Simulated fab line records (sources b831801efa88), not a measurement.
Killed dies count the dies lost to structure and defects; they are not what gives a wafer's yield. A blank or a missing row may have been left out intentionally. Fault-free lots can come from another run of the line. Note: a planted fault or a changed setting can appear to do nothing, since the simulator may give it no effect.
The same fault as seen by 2 desks ; flow sky130 ; each desk holds nothing but its own numbers, with what lay behind them at the end

== METROLOGY DESK ==
Lot by lot, what the gauges showed, no matter which tool ran the lot: averages of those sampled wafers that carry a number. If a lot's mean is further than 4 standard deviations from the usual mean, the lot is out of limits and carries the mark OUT (the distance appears in the brackets).
Columns: A = cd-nm at SKY_LOCAL_INTERCONNECT_CD_MEAS_11, usual 170.6 nm; B = LOCAL_INTERCONNECT_OVL at SKY_LOCAL_INTERCONNECT_OVL_MEAS_12, usual 0 nm
lot;first seen here;A;B
L654;day 30 06:10;169.7;3
L655;day 30 11:32;168.8;7
L656;day 30 20:01;170.4;7
L657;day 31 04:35;171.1;-3
L658;day 31 14:43;170.6;1
L659;day 32 01:46;171.4;1
L661;day 32 19:46;172.9;-2
L663;day 33 12:26;170.9;2
L664;day 33 18:47;169.1;3
L666;day 34 10:28;170.6;-4
L674;day 36 21:59;167.9;-11
L673;day 37 00:39;170.5;-4
This desk found nothing out of limits on any of the 12 lots.

== FOR THE TOOL OWNER'S DESK: litho-track-03 ==
The tool's own readings at SKY_CONTACT_COAT_08 (resist thk 60 nm): means of the sampled wafers that have a number, for each lot that ran on this tool. If a lot's mean is further than 4 standard deviations from the usual mean, the lot is out of limits and carries the mark OUT (the distance appears in the brackets).
Columns: A = spin-speed-rpm at SKY_CONTACT_COAT_08, usual 2999.8 rpm
lot;first seen here;A
L654;day 30 21:20;3000.8
L655;day 31 02:43;3000.2
L656;day 31 10:56;3001.3
L657;day 31 18:55;2999.3
L661;day 33 09:41;2998.2
L663;day 34 03:22;2839.4 (-80) OUT
L666;day 35 01:08;2839.9 (-80) OUT
L673;day 37 14:31;2998.1
Finding of this desk: L663, L666 out of limits; the first was L663 at day 34 03:22, on spin-speed-rpm at SKY_CONTACT_COAT_08. In limits: L654, L655, L656, L657, L661, L673.

== PUT TOGETHER ==
The tool owner's desk could have raised an alarm at day 34 03:22, on L663, L666.
Nothing out of limits was seen by the metrology desk.
The metrology desk holds a record of L663, L666, inside its limits.
All the named lots went through SKY_CONTACT_COAT_08 on litho-track-03.

== WHAT THE SIMULATOR PUT IN ==
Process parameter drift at SKY_CONTACT_COAT_08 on litho-track-03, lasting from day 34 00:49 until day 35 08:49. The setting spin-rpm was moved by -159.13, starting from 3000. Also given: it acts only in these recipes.
Struck lots among those shown: L663, L666.
Time in hours from fault onset to the first out-of-limits reading at each desk: the tool owner's desk, 3.
